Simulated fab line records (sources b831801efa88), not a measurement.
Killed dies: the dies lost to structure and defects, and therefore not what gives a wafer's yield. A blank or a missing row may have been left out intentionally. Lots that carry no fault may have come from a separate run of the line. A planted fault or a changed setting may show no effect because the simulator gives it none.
fab line records ; flow sky130
record lots=15; wafers=45; last-day=50
route steps=708 shown VT_ADJUST_HVTR@141 LDD_N@243 SD_P@330 LI_CONTACT@377
lots untouched by any fault: they come from a run of this same line in which no faults occurred
start-h: start of the lot's first displayed wafer, in hours after the record's first day ; wait-h: hours from the lot's prior step to this one ; " same as the row above ; L1.1+2: one row covering several wafers at once ; - no value, or no start given ; * or withheld: withheld ; < > ~ a bound
route shown NAME@n: a module of which the file shows steps, and the number in the route of the first ; usual: the fault-free wafers' mean and standard deviation ; same: alike in all rows ; chamber/n: place in a boat ; sites: readings site by site ; _std_site: the values' standard deviation ; _edge_site: outer sites' mean less inner sites' ; radius-mm: how far each site lies from the wafer's centre ; mask NAME#n: copy n ; behind: the last tool/chamber to shape the wafer ; hold: reason for holding the lot/hours on hold/outcome of the hold ; device: which transistor (n, p or np) failed to switch ; end of line: the tests these same wafers got at the end of their route ; step lacking rows: just its recipe ; killed: dies lost to structure and defects at the first sort, not the wafer's yield ; map: dies across one wafer; x = killed, . = not, _ = none there
set.NAME: the setting that was run; set.NAME@STEP: the one run at that earlier step ; model.NAME: the simulator's own value behind a step, which no gauge read
a sample of lots followed through the steps of the route, with each step as a table and each wafer as a row
services: when a tool's chamber went out of use (start-h, in hours from the record's first day, below 0 if earlier), for how many hours, and the reason
## steps
# step SKY_VT_ADJUST_HVTR_STRIP_10
# recipe chemistry=O2/N2; power-w=1400; pressure-mtorr=1500; platen-temp-c=withheld; o2-flow-sccm=3000; n2-flow-sccm=300; overash-fraction=0.5
# usual drypump-motor-current-A=5.66/0.18; oes-product-au=0.715/0.0049; strip-time-to-endpoint-s=14.19/0.036
lot.wafer;tool;chamber;start-h;wait-h;drypump-motor-current-A;oes-product-au;rf-hours-counter-h;strip-time-to-endpoint-s
L709.1;plasma-asher-02;1;223.73;0.1;5.87;0.719;10;14.14
L709.2;plasma-asher-02;0;223.73;0.1;5.61;0.708;10;14.15
L709.4;plasma-asher-02;1;223.73;0.1;5.86;0.718;-;14.16
L716.1;plasma-asher-03;0;269.54;0.1;5.88;0.716;60;14.19
L716.2;plasma-asher-03;1;269.54;0.1;5.42;0.705;60;14.20
L716.3;plasma-asher-03;1;269.54;0.1;5.39;0.718;-;14.17
L717.3;plasma-asher-03;0;276.31;0.1;5.81;0.709;-;14.19
L717.5;plasma-asher-03;1;276.31;0.1;5.39;0.716;-;14.22
L717.6;plasma-asher-03;0;276.31;0.1;5.84;0.708;-;14.22
L718.1;plasma-asher-02;1;281.93;0.1;5.84;0.722;16;14.18
L718.2;plasma-asher-02;0;281.93;0.1;5.62;0.719;16;14.22
L718.5;plasma-asher-02;1;281.93;0.1;5.88;0.702;-;14.15
L720.3;plasma-asher-03;1;297.01;0.1;5.42;0.724;-;14.21
L720.4;plasma-asher-03;0;297.01;0.1;5.82;0.714;-;14.15
L720.6;plasma-asher-03;1;297.01;0.1;5.37;0.713;-;14.19
L721.2;plasma-asher-03;0;307.14;0.1;5.80;0.711;64;14.14
L721.4;plasma-asher-03;1;307.14;0.1;5.39;0.725;-;14.17
L721.6;plasma-asher-03;1;307.14;0.1;5.42;0.714;-;14.17
L722.4;plasma-asher-03;1;311.41;0.1;5.40;0.712;-;14.18
L722.5;plasma-asher-03;1;311.41;0.1;5.40;0.717;-;14.17
L722.6;plasma-asher-03;0;311.41;0.1;5.86;0.717;-;14.20
L723.1;plasma-asher-01;1;329.29;0.1;5.72;0.718;56;14.14
L723.5;plasma-asher-01;1;329.29;0.1;5.75;0.725;-;14.18
L723.6;plasma-asher-01;0;329.29;0.1;5.52;0.721;-;14.12
L724.1;plasma-asher-01;1;332.03;0.1;5.72;0.719;57;14.17
L724.4;plasma-asher-01;1;332.03;0.1;5.75;0.718;-;14.11
L724.5;plasma-asher-01;1;332.03;0.1;5.76;0.711;-;14.16
L726.1;plasma-asher-03;1;339.99;0.1;5.40;0.717;67;14.20
L726.4;plasma-asher-03;0;339.99;0.1;5.83;0.713;-;14.25
L726.6;plasma-asher-03;1;339.99;0.1;5.38;0.718;-;14.22
L725.1;plasma-asher-03;0;340.83;0.1;5.84;0.719;67;14.20
L725.4;plasma-asher-03;1;340.83;0.1;5.39;0.724;-;14.21
L725.5;plasma-asher-03;1;340.83;0.1;5.41;0.710;-;14.23
L727.1;plasma-asher-01;1;351.28;0.1;5.74;0.710;59;14.23
L727.3;plasma-asher-01;0;351.28;0.1;5.50;0.705;-;14.20
L727.4;plasma-asher-01;1;351.28;0.1;5.73;0.715;-;14.22
L728.1;plasma-asher-03;0;363.47;0.1;5.80;0.710;69;14.11
L728.3;plasma-asher-03;0;363.47;0.1;5.83;0.725;-;14.11
L728.6;plasma-asher-03;1;363.47;0.1;5.36;0.717;-;14.15
L729.1;plasma-asher-02;0;376.79;0.1;5.63;0.718;24;14.17
L729.2;plasma-asher-02;1;376.79;0.1;5.87;0.713;24;14.25
L729.3;plasma-asher-02;1;376.79;0.1;5.89;0.710;-;14.19
L730.3;plasma-asher-02;0;387.16;0.1;5.60;0.715;-;14.17
L730.4;plasma-asher-02;1;387.16;0.1;5.89;0.720;-;14.19
L730.6;plasma-asher-02;0;387.16;0.1;5.62;0.711;-;14.19
# step SKY_LDD_N_DEVELOP_06
# recipe develop-time-s=60; dev-temp-c=23
# usual chill-plate-temp-C=23.01/0.11; develop-time-s=60/0
lot.wafer;tool;chamber;start-h;wait-h;chill-plate-temp-C;develop-time-s
L709.1;litho-track-02;0;431.87;0.1;23.10;60
L709.2;litho-track-02;0;431.87;0.1;22.81;60
L709.4;litho-track-02;0;431.87;0.1;23.18;60
L716.1;litho-track-04;-;484.02;0.1;-;-
L716.2;litho-track-04;-;484.02;0.1;-;-
L716.3;litho-track-04;-;484.02;0.1;-;-
L717.3;litho-track-02;-;491.67;0.1;-;-
L717.5;litho-track-02;-;491.67;0.1;-;-
L717.6;litho-track-02;-;491.67;0.1;-;-
L718.1;litho-track-02;-;501.92;0.1;-;-
L718.2;litho-track-02;-;501.92;0.1;-;-
L718.5;litho-track-02;-;501.92;0.1;-;-
L720.3;litho-track-03;0;515.73;0.1;23.07;60
L720.4;litho-track-03;0;515.73;0.1;23.10;60
L720.6;litho-track-03;0;515.73;0.1;22.96;60
L721.2;litho-track-03;0;533.16;0.1;22.97;60
L721.4;litho-track-03;0;533.16;0.1;23.06;60
L721.6;litho-track-03;0;533.16;0.1;23.04;60
L722.4;litho-track-04;0;537.20;0.1;23.15;60
L722.5;litho-track-04;0;537.20;0.1;23.00;60
L722.6;litho-track-04;0;537.20;0.1;23.06;60
L723.1;litho-track-02;0;555.52;0.1;23.17;60
L723.5;litho-track-02;0;555.52;0.1;23.02;60
L723.6;litho-track-02;0;555.52;0.1;23.01;60
L724.1;litho-track-02;0;557.02;0.1;22.94;60
L724.4;litho-track-02;0;557.02;0.1;22.94;60
L724.5;litho-track-02;0;557.02;0.1;22.91;60
L726.1;litho-track-03;0;562.98;0.1;23.06;60
L726.4;litho-track-03;0;562.98;0.1;23.10;60
L726.6;litho-track-03;0;562.98;0.1;22.81;60
L725.1;litho-track-02;0;565.52;0.1;22.93;60
L725.4;litho-track-02;0;565.52;0.1;22.92;60
L725.5;litho-track-02;0;565.52;0.1;22.99;60
L727.1;litho-track-02;0;573.97;0.1;22.93;60
L727.3;litho-track-02;0;573.97;0.1;23.08;60
L727.4;litho-track-02;0;573.97;0.1;23.05;60
L728.1;litho-track-04;0;591.32;0.1;22.97;60
L728.3;litho-track-04;0;591.32;0.1;22.86;60
L728.6;litho-track-04;0;591.32;0.1;23.03;60
L729.1;litho-track-02;0;599.72;0.1;22.91;60
L729.2;litho-track-02;0;599.72;0.1;22.97;60
L729.3;litho-track-02;0;599.72;0.1;23.04;60
L730.3;litho-track-02;0;611.32;0.1;22.92;60
L730.4;litho-track-02;0;611.32;0.1;23.06;60
L730.6;litho-track-02;0;611.32;0.1;23.00;60
# step SKY_SD_P_STRIP_10
# recipe chemistry=O2/N2; power-w=1400; pressure-mtorr=1500; platen-temp-c=withheld; o2-flow-sccm=3000; n2-flow-sccm=300; overash-fraction=0.5
# usual drypump-motor-current-A=5.65/0.15; oes-product-au=0.618/0.0042; strip-time-to-endpoint-s=17.50/0.04
lot.wafer;tool;chamber;start-h;wait-h;drypump-motor-current-A;oes-product-au;rf-hours-counter-h;strip-time-to-endpoint-s
L709.1;plasma-asher-02;0;618.62;0.1;5.61;0.616;49;17.46
L709.2;plasma-asher-02;1;618.62;0.1;5.86;0.614;49;17.53
L709.4;plasma-asher-02;0;618.62;0.1;5.62;0.616;-;17.50
L716.1;plasma-asher-01;1;667.53;0.1;5.74;0.619;22;17.46
L716.2;plasma-asher-01;0;667.53;0.1;5.48;0.616;22;17.45
L716.3;plasma-asher-01;0;667.53;0.1;5.49;0.614;-;17.46
L717.3;plasma-asher-01;0;672.51;0.1;5.50;0.620;-;17.50
L717.5;plasma-asher-01;1;672.51;0.1;5.74;0.621;-;17.51
L717.6;plasma-asher-01;0;672.51;0.1;5.49;0.618;-;17.50
L718.1;plasma-asher-01;1;683.73;0.1;5.73;0.620;24;17.55
L718.2;plasma-asher-01;0;683.73;0.1;5.49;0.617;24;17.51
L718.5;plasma-asher-01;1;683.73;0.1;5.73;0.618;-;17.54
L720.3;plasma-asher-01;0;697.16;0.1;5.49;0.614;-;17.52
L720.4;plasma-asher-01;1;697.16;0.1;5.73;0.624;-;17.54
L720.6;plasma-asher-01;0;697.16;0.1;5.49;0.617;-;17.51
L721.2;plasma-asher-01;0;712.48;0.1;5.49;0.615;27;17.50
L721.4;plasma-asher-01;0;712.48;0.1;5.48;0.620;-;17.46
L721.6;plasma-asher-01;0;712.48;0.1;5.50;0.619;-;17.46
L722.4;plasma-asher-02;1;714.61;0.1;5.86;0.623;-;17.54
L722.5;plasma-asher-02;0;714.61;0.1;5.61;0.617;-;17.51
L722.6;plasma-asher-02;1;714.61;0.1;5.88;0.615;-;17.52
L723.1;plasma-asher-03;1;732.57;0.1;5.38;0.615;105;17.53
L723.5;plasma-asher-03;1;732.57;0.1;5.37;0.613;-;17.58
L723.6;plasma-asher-03;0;732.57;0.1;5.80;0.620;-;17.50
L724.1;plasma-asher-01;0;735.57;0.1;5.49;0.620;29;17.58
L724.4;plasma-asher-01;0;735.57;0.1;5.50;0.616;-;17.55
L724.5;plasma-asher-01;0;735.57;0.1;5.48;0.622;-;17.55
L726.1;plasma-asher-01;0;737.57;0.1;5.50;0.617;29;17.45
L726.4;plasma-asher-01;1;737.57;0.1;5.76;0.616;-;17.43
L726.6;plasma-asher-01;0;737.57;0.1;5.50;0.614;-;17.47
L725.1;plasma-asher-01;1;741.72;0.1;5.73;0.622;30;17.49
L725.4;plasma-asher-01;1;741.72;0.1;5.75;0.624;-;17.49
L725.5;plasma-asher-01;1;741.72;0.1;5.74;0.617;-;17.46
L727.1;plasma-asher-01;0;748.82;0.1;5.49;0.615;31;17.43
L727.3;plasma-asher-01;0;748.82;0.1;5.50;0.616;-;17.47
L727.4;plasma-asher-01;1;748.82;0.1;5.76;0.618;-;17.42
L728.1;plasma-asher-01;1;764.47;0.1;5.75;0.613;32;17.48
L728.3;plasma-asher-01;1;764.47;0.1;5.74;0.622;-;17.46
L728.6;plasma-asher-01;1;764.47;0.1;5.75;0.625;-;17.44
L729.1;plasma-asher-02;0;772.67;0.1;5.62;0.617;65;17.51
L729.2;plasma-asher-02;1;772.67;0.1;5.85;0.618;65;17.48
L729.3;plasma-asher-02;1;772.67;0.1;5.88;0.620;-;17.46
L730.3;plasma-asher-01;1;784.91;0.1;5.75;0.623;-;17.47
L730.4;plasma-asher-01;0;784.91;0.1;5.49;0.610;-;17.40
L730.6;plasma-asher-01;1;784.91;0.1;5.72;0.610;-;17.42
# step SKY_LI_CONTACT_ETCH_15
# recipe target=PSG; chemistry=C4F8/O2/Ar; stop-on=Si; taper-deg=4.15; mask-material=KrF-thick; source-w=1500; bias-w=1200; pressure-mtorr=40; c4f8-flow-sccm=withheld; O2_flow_sccm=6; Ar_flow_sccm=300; time-s=withheld; target-depth-a=6000
# usual oes-product-au=0.837/0.0044
lot.wafer;tool;chamber;start-h;wait-h;oes-product-au
L709.1;rie-diel-02;3;705.58;0.0;0.835
L709.2;rie-diel-02;0;705.58;0.0;0.841
L709.4;rie-diel-02;0;705.58;0.0;0.843
L716.1;rie-diel-02;1;752.47;0.0;0.833
L716.2;rie-diel-02;3;752.47;0.0;0.838
L716.3;rie-diel-02;0;752.47;0.0;0.840
L717.3;rie-diel-02;2;756.33;0.0;0.838
L717.5;rie-diel-02;3;756.33;0.0;0.838
L717.6;rie-diel-02;2;756.33;0.0;0.829
L718.1;rie-diel-03;1;768.17;0.0;0.839
L718.2;rie-diel-03;3;768.17;0.0;0.840
L718.5;rie-diel-03;3;768.17;0.0;0.837
L720.3;rie-diel-02;2;781.27;0.0;0.837
L720.4;rie-diel-02;3;781.27;0.0;0.839
L720.6;rie-diel-02;2;781.27;0.0;0.831
L721.2;rie-diel-01;0;795.12;0.0;0.833
L721.4;rie-diel-01;3;795.12;0.0;0.842
L721.6;rie-diel-01;0;795.12;0.0;0.831
L722.4;rie-diel-03;0;796.89;0.0;0.839
L722.5;rie-diel-03;3;796.89;0.0;0.839
L722.6;rie-diel-03;2;796.89;0.0;0.837
L723.1;rie-diel-03;1;813.67;0.0;0.838
L723.5;rie-diel-03;3;813.67;0.0;0.841
L723.6;rie-diel-03;1;813.67;0.0;0.843
L724.1;rie-diel-02;3;819.02;0.0;0.831
L724.4;rie-diel-02;2;819.02;0.0;0.836
L724.5;rie-diel-02;1;819.02;0.0;0.838
L726.1;rie-diel-02;0;820.17;0.0;0.834
L726.4;rie-diel-02;1;820.17;0.0;0.834
L726.6;rie-diel-02;0;820.17;0.0;0.839
L725.1;rie-diel-01;0;823.87;0.0;0.840
L725.4;rie-diel-01;2;823.87;0.0;0.844
L725.5;rie-diel-01;3;823.87;0.0;0.835
L727.1;rie-diel-03;3;830.28;0.0;0.847
L727.3;rie-diel-03;2;830.28;0.0;0.842
L727.4;rie-diel-03;0;830.28;0.0;0.840
L728.1;rie-diel-02;3;846.17;0.0;0.833
L728.3;rie-diel-02;2;846.17;0.0;0.842
L728.6;rie-diel-02;2;846.17;0.0;0.831
L729.1;rie-diel-02;3;853.73;0.0;0.836
L729.2;rie-diel-02;2;853.73;0.0;0.838
L729.3;rie-diel-02;1;853.73;0.0;0.830
L730.3;rie-diel-01;3;864.72;0.0;0.832
L730.4;rie-diel-01;0;864.72;0.0;0.834
L730.6;rie-diel-01;2;864.72;0.0;0.839
## services
tool;chamber;start-h;hours;kind
rie-diel-02;2;219.37;14.7;repair
rie-diel-02;3;230.72;9.8;repair
rie-diel-02;2;330.39;1.3;repair
plasma-asher-01;-;421.25;9.0;pm
rie-diel-02;3;446.20;7.8;repair
plasma-asher-01;-;446.57;1.9;repair
plasma-asher-01;-;450.67;1.9;repair
rie-diel-02;1;455.81;5.3;repair
plasma-asher-01;-;457.51;12.3;repair
rie-diel-02;3;472.72;31.2;repair
plasma-asher-03;-;473.34;3.1;repair
rie-diel-02;0;478.08;9.5;repair
plasma-asher-03;-;496.19;4.5;repair
plasma-asher-01;-;507.00;1.2;repair
rie-diel-02;2;635.48;6.9;repair
plasma-asher-03;-;663.60;2.2;repair
rie-diel-02;0;725.64;8.3;repair
rie-diel-02;2;728.48;14.6;repair
plasma-asher-03;-;733.75;9.0;pm
rie-diel-02;1;735.44;3.3;repair
plasma-asher-03;-;757.34;8.9;repair
plasma-asher-03;-;789.64;2.8;pm
rie-diel-02;0;836.78;28.9;repair
rie-diel-02;-;842.66;2.6;repair
## key
first-sign step=SKY_LDD_N_DEVELOP_06; reading=tool-record; direction=missing
effect none on later readings
met-at SKY_LDD_N_DEVELOP_06
struck-lots L716,L717,L718
sort-left-out L716.1,L716.2,L716.3,L717.3,L717.5,L717.6,L718.1,L718.2,L718.5
tester-left-out L716,L717,L718
not-acting-at SKY_VT_ADJUST_HVTR_STRIP_10,SKY_SD_P_STRIP_10,SKY_LI_CONTACT_ETCH_15
onset-between 431.87 484.02
fault kind=skipped-step-whole; tool=litho-track-02,litho-track-04; chamber=-; onset-h=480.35; steps=SKY_LDD_N_DEVELOP_06; scope=struck-lots-only
# tester-left-out: of these lots the tester's yield and bins aren't shown, on N5 and GAA mostly nor the transistor test; their killed dies are dies lost to structure and defects alone, not to doping, threshold or leakage, so they don't give the yield
# sort-left-out: the simulated sort isn't trusted on such a fault, so these wafers' sort isn't shown, and their yield isn't known
